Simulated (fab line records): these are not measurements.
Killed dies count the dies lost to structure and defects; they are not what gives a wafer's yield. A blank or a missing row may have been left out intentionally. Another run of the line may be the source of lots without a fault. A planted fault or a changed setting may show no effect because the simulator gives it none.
Which of the tools did it? || flow gf180mcu || 10 lots with 29 wafers sampled at 5 steps, on a route of 602 steps

== WHAT THE GAUGES READ, wafer by wafer ==
GF_TOP_METAL_RS_MEAS_05: the measuring method here is four-point-probe. Usual: for TOP_METAL_ALCU_RS the level is 0.0329 ohm/sq and the standard deviation is 0.00033.
{"lot": "L738", "measured": "day 28 18:22", "on": "film metro-03", "TOP_METAL_ALCU_RS (ohm/sq)": "0.0329 0.0332 0.0333", "flag": ""}
{"lot": "L739", "measured": "day 29 01:42", "on": "film metro-04", "TOP_METAL_ALCU_RS (ohm/sq)": "0.0332 0.0338 0.0336", "flag": ""}
{"lot": "L740", "measured": "day 29 08:09", "on": "film metro-04", "TOP_METAL_ALCU_RS (ohm/sq)": "0.0329 0.0329 0.0312", "flag": ""}
{"lot": "L741", "measured": "day 29 21:56", "on": "film metro-04", "TOP_METAL_ALCU_RS (ohm/sq)": "0.0331 0.0331 0.0316", "flag": ""}
{"lot": "L743", "measured": "day 30 07:15", "on": "film metro-02", "TOP_METAL_ALCU_RS (ohm/sq)": "0.0332 0.0316", "flag": ""}
{"lot": "L751", "measured": "day 32 12:52", "on": "film metro-03", "TOP_METAL_ALCU_RS (ohm/sq)": "0.0324 0.0324 0.0327", "flag": ""}
{"lot": "L752", "measured": "day 32 17:30", "on": "film metro-02", "TOP_METAL_ALCU_RS (ohm/sq)": "0.0325 0.0329 0.0331", "flag": ""}
{"lot": "L753", "measured": "day 32 18:55", "on": "film metro-02", "TOP_METAL_ALCU_RS (ohm/sq)": "0.0324 0.0327 0.0325", "flag": ""}
{"lot": "L754", "measured": "day 33 01:14", "on": "film metro-04", "TOP_METAL_ALCU_RS (ohm/sq)": "0.0323 0.0325 0.0327", "flag": ""}
{"lot": "L755", "measured": "day 33 08:10", "on": "film metro-02", "TOP_METAL_ALCU_RS (ohm/sq)": "0.0336 0.0333 0.0332", "flag": ""}

GF_TOP_METAL_THK_MEAS_06: measures by xrf. Usual: for TOP_METAL_ALCU_THK the level is 911 nm and the standard deviation is 11.
{"lot": "L738", "measured": "day 28 18:29", "on": "film metro-03", "TOP_METAL_ALCU_THK (nm)": "911 906 901", "flag": ""}
{"lot": "L739", "measured": "day 29 01:49", "on": "film metro-04", "TOP_METAL_ALCU_THK (nm)": "889 880 884", "flag": ""}
{"lot": "L740", "measured": "day 29 08:16", "on": "film metro-04", "TOP_METAL_ALCU_THK (nm)": "903 902 946", "flag": ""}
{"lot": "L741", "measured": "day 29 22:02", "on": "film metro-04", "TOP_METAL_ALCU_THK (nm)": "891 896 936", "flag": ""}
{"lot": "L743", "measured": "day 30 07:22", "on": "film metro-02", "TOP_METAL_ALCU_THK (nm)": "905 957", "flag": ""}
{"lot": "L751", "measured": "day 32 12:59", "on": "film metro-03", "TOP_METAL_ALCU_THK (nm)": "922 920 916", "flag": ""}
{"lot": "L752", "measured": "day 32 17:37", "on": "film metro-02", "TOP_METAL_ALCU_THK (nm)": "934 922 915", "flag": ""}
{"lot": "L753", "measured": "day 32 19:02", "on": "film metro-02", "TOP_METAL_ALCU_THK (nm)": "932 930 928", "flag": ""}
{"lot": "L754", "measured": "day 33 01:21", "on": "film metro-04", "TOP_METAL_ALCU_THK (nm)": "920 913 909", "flag": ""}
{"lot": "L755", "measured": "day 33 08:16", "on": "film metro-02", "TOP_METAL_ALCU_THK (nm)": "899 910 908", "flag": ""}

== EACH LOT AND THE TOOL THAT RAN IT (in order: tool; ch and the chambers of the sampled wafers; start) ==
{"lot": "L738", "GF_V4_ETCH_16": "rie diel-04 ch 0,1,2, day 25 23:48", "GF_M5_STRIP_11": "plasma asher-01 ch 0,1, day 27 19:57", "GF_TOP_METAL_SPUTTER_02": "pvd sputter-01, day 28 18:16"}
{"lot": "L739", "GF_V4_ETCH_16": "rie diel-04 ch 2,3, day 26 08:03", "GF_M5_STRIP_11": "plasma asher-02 ch 0,1, day 28 03:13", "GF_TOP_METAL_SPUTTER_02": "pvd sputter-01, day 29 01:37"}
{"lot": "L740", "GF_V4_ETCH_16": "rie diel-02 ch 1,2,3, day 26 14:15", "GF_M5_STRIP_11": "plasma asher-02 ch 0,1, day 28 09:42", "GF_TOP_METAL_SPUTTER_02": "pvd sputter-01, day 29 08:02"}
{"lot": "L741", "GF_V4_ETCH_16": "rie diel-04 ch 0,1,3, day 27 05:18", "GF_M5_STRIP_11": "plasma asher-03 ch 0,1, day 28 23:52", "GF_TOP_METAL_SPUTTER_02": "pvd sputter-01, day 29 21:49"}
{"lot": "L743", "GF_V4_ETCH_16": "rie diel-02 ch 2, day 27 15:57", "GF_M5_STRIP_11": "plasma asher-02 ch 0,1, day 29 09:51", "GF_TOP_METAL_SPUTTER_02": "pvd sputter-01, day 30 07:10"}
{"lot": "L751", "GF_V4_ETCH_16": "rie diel-04 ch 0,1, day 30 02:48", "GF_M5_STRIP_11": "plasma asher-02 ch 0,1, day 31 17:11", "GF_TOP_METAL_SPUTTER_02": "pvd sputter-03, day 32 12:47"}
{"lot": "L752", "GF_V4_ETCH_16": "rie diel-03 ch 1,2,3, day 30 07:55", "GF_M5_STRIP_11": "plasma asher-02 ch 0,1, day 31 21:43", "GF_TOP_METAL_SPUTTER_02": "pvd sputter-02, day 32 17:25"}
{"lot": "L753", "GF_V4_ETCH_16": "rie diel-02 ch 0,1,3, day 30 10:51", "GF_M5_STRIP_11": "plasma asher-03 ch 0,1, day 31 23:50", "GF_TOP_METAL_SPUTTER_02": "pvd sputter-01, day 32 18:50"}
{"lot": "L754", "GF_V4_ETCH_16": "rie diel-03 ch 0,3, day 30 17:32", "GF_M5_STRIP_11": "plasma asher-01 ch 0,1, day 32 05:48", "GF_TOP_METAL_SPUTTER_02": "pvd sputter-02, day 33 01:08"}
{"lot": "L755", "GF_V4_ETCH_16": "rie diel-03 ch 0,3, day 31 00:25", "GF_M5_STRIP_11": "plasma asher-03 ch 0,1, day 32 12:35", "GF_TOP_METAL_SPUTTER_02": "pvd sputter-01, day 33 08:02"}
- GF_V4_ETCH_16: etches BARC in N2/H2.
- GF_M5_STRIP_11: strips in O2/N2.
- GF_TOP_METAL_SPUTTER_02: material AlCu, target thk 900 nm, time 47.82 s.

== WHAT THE TOOLS THEMSELVES READ (means of the sampled wafers that have a number; where no wafer has one, the mark that the record gives instead) ==
GF_V4_ETCH_16. Usual: drypump motor current A 5.7 A, standard deviation 0.31; n2 flow sccm 99.9 sccm, standard deviation 0.33; oes product au 0.854 a.u., standard deviation 0.0051; throttle valve pct 13.224 %, standard deviation 0.0088.
{"lot": "L738", "tool": "rie diel-04", "drypump motor current A (A)": 5.8, "n2 flow sccm (sccm)": 99.7, "oes product au (a.u.)": 0.855, "throttle valve pct (%)": 13.223, "flag": ""}
{"lot": "L739", "tool": "rie diel-04", "drypump motor current A (A)": 5.5, "n2 flow sccm (sccm)": 99.7, "oes product au (a.u.)": 0.859, "throttle valve pct (%)": 13.221, "flag": ""}
{"lot": "L740", "tool": "rie diel-02", "drypump motor current A (A)": 5.7, "n2 flow sccm (sccm)": 100.3, "oes product au (a.u.)": 0.855, "throttle valve pct (%)": 13.222, "flag": ""}
{"lot": "L741", "tool": "rie diel-04", "drypump motor current A (A)": 5.8, "n2 flow sccm (sccm)": 100.0, "oes product au (a.u.)": 0.851, "throttle valve pct (%)": 13.223, "flag": ""}
{"lot": "L743", "tool": "rie diel-02", "drypump motor current A (A)": 5.2, "n2 flow sccm (sccm)": 99.8, "oes product au (a.u.)": 0.852, "throttle valve pct (%)": 13.230, "flag": ""}
{"lot": "L751", "tool": "rie diel-04", "drypump motor current A (A)": 6.0, "n2 flow sccm (sccm)": 100.1, "oes product au (a.u.)": 0.855, "throttle valve pct (%)": 13.217, "flag": ""}
{"lot": "L752", "tool": "rie diel-03", "drypump motor current A (A)": 5.8, "n2 flow sccm (sccm)": 99.9, "oes product au (a.u.)": 0.852, "throttle valve pct (%)": 13.225, "flag": ""}
{"lot": "L753", "tool": "rie diel-02", "drypump motor current A (A)": 5.8, "n2 flow sccm (sccm)": 100.1, "oes product au (a.u.)": 0.845, "throttle valve pct (%)": 13.221, "flag": ""}
{"lot": "L754", "tool": "rie diel-03", "drypump motor current A (A)": 5.9, "n2 flow sccm (sccm)": 100.2, "oes product au (a.u.)": 0.860, "throttle valve pct (%)": 13.228, "flag": ""}
{"lot": "L755", "tool": "rie diel-03", "drypump motor current A (A)": 5.9, "n2 flow sccm (sccm)": 100.0, "oes product au (a.u.)": 0.850, "throttle valve pct (%)": 13.221, "flag": ""}

GF_M5_STRIP_11. Usual: drypump motor current A 6.1 A, standard deviation 0.32; heater power w 327 W, standard deviation 21; n2 flow sccm 299.9 sccm, standard deviation 0.96; oes product au 0.523 a.u., standard deviation 0.0045; strip time to endpoint s 7.03 s, standard deviation 0.039.
{"lot": "L738", "tool": "plasma asher-01", "drypump motor current A (A)": 6.2, "heater power w (W)": 314, "n2 flow sccm (sccm)": 300.7, "oes product au (a.u.)": 0.518, "strip time to endpoint s (s)": 7.04, "flag": ""}
{"lot": "L739", "tool": "plasma asher-02", "drypump motor current A (A)": 6.0, "heater power w (W)": 317, "n2 flow sccm (sccm)": 299.5, "oes product au (a.u.)": 0.519, "strip time to endpoint s (s)": 6.99, "flag": ""}
{"lot": "L740", "tool": "plasma asher-02", "drypump motor current A (A)": 6.0, "heater power w (W)": 311, "n2 flow sccm (sccm)": 300.2, "oes product au (a.u.)": 0.522, "strip time to endpoint s (s)": 7.08, "flag": ""}
{"lot": "L741", "tool": "plasma asher-03", "drypump motor current A (A)": 6.1, "heater power w (W)": 361, "n2 flow sccm (sccm)": 300.4, "oes product au (a.u.)": 0.524, "strip time to endpoint s (s)": 7.09, "flag": ""}
{"lot": "L743", "tool": "plasma asher-02", "drypump motor current A (A)": 5.9, "heater power w (W)": 316, "n2 flow sccm (sccm)": 300.0, "oes product au (a.u.)": 0.528, "strip time to endpoint s (s)": 7.01, "flag": ""}
{"lot": "L751", "tool": "plasma asher-02", "drypump motor current A (A)": 5.7, "heater power w (W)": 318, "n2 flow sccm (sccm)": 299.7, "oes product au (a.u.)": 0.520, "strip time to endpoint s (s)": 6.98, "flag": ""}
{"lot": "L752", "tool": "plasma asher-02", "drypump motor current A (A)": 6.0, "heater power w (W)": 313, "n2 flow sccm (sccm)": 300.6, "oes product au (a.u.)": 0.520, "strip time to endpoint s (s)": 7.04, "flag": ""}
{"lot": "L753", "tool": "plasma asher-03", "drypump motor current A (A)": 6.1, "heater power w (W)": 346, "n2 flow sccm (sccm)": 299.7, "oes product au (a.u.)": 0.519, "strip time to endpoint s (s)": 6.98, "flag": ""}
{"lot": "L754", "tool": "plasma asher-01", "drypump motor current A (A)": 6.3, "heater power w (W)": 323, "n2 flow sccm (sccm)": 299.8, "oes product au (a.u.)": 0.523, "strip time to endpoint s (s)": 7.03, "flag": ""}
{"lot": "L755", "tool": "plasma asher-03", "drypump motor current A (A)": 6.1, "heater power w (W)": 348, "n2 flow sccm (sccm)": 299.6, "oes product au (a.u.)": 0.519, "strip time to endpoint s (s)": 6.96, "flag": ""}

GF_TOP_METAL_SPUTTER_02. Usual: throttle valve pct 29.8 %, standard deviation 1.1.
{"lot": "L738", "tool": "pvd sputter-01", "throttle valve pct (%)": 29.8, "flag": ""}
{"lot": "L739", "tool": "pvd sputter-01", "throttle valve pct (%)": 30.0, "flag": ""}
{"lot": "L740", "tool": "pvd sputter-01", "throttle valve pct (%)": 29.7, "flag": ""}
{"lot": "L741", "tool": "pvd sputter-01", "throttle valve pct (%)": 29.9, "flag": ""}
{"lot": "L743", "tool": "pvd sputter-01", "throttle valve pct (%)": 28.8, "flag": ""}
{"lot": "L751", "tool": "pvd sputter-03", "throttle valve pct (%)": 30.4, "flag": ""}
{"lot": "L752", "tool": "pvd sputter-02", "throttle valve pct (%)": 30.7, "flag": ""}
{"lot": "L753", "tool": "pvd sputter-01", "throttle valve pct (%)": 29.3, "flag": ""}
{"lot": "L754", "tool": "pvd sputter-02", "throttle valve pct (%)": 30.7, "flag": ""}
{"lot": "L755", "tool": "pvd sputter-01", "throttle valve pct (%)": 30.3, "flag": ""}

== THE ANSWER, worked out from the rows above alone ==
Rule: a lot is off if the mean of its wafers that have a number lies more than 3 standard deviations from the usual mean. Also off: a lot with no number at a reading for which 4 or more lots have one. All remaining lots with rows at the step are treated as sound. After the gauges, taken in route order, come the tools' own readings; for these a lot's mean is taken, as printed above. At the first step where some lot is off, the reading lying furthest off is the one used; lots without a number count as furthest.
Across all readings shown, no lot is off: no conclusion can be drawn from this.

== WHAT THE SIMULATOR PUT IN ==
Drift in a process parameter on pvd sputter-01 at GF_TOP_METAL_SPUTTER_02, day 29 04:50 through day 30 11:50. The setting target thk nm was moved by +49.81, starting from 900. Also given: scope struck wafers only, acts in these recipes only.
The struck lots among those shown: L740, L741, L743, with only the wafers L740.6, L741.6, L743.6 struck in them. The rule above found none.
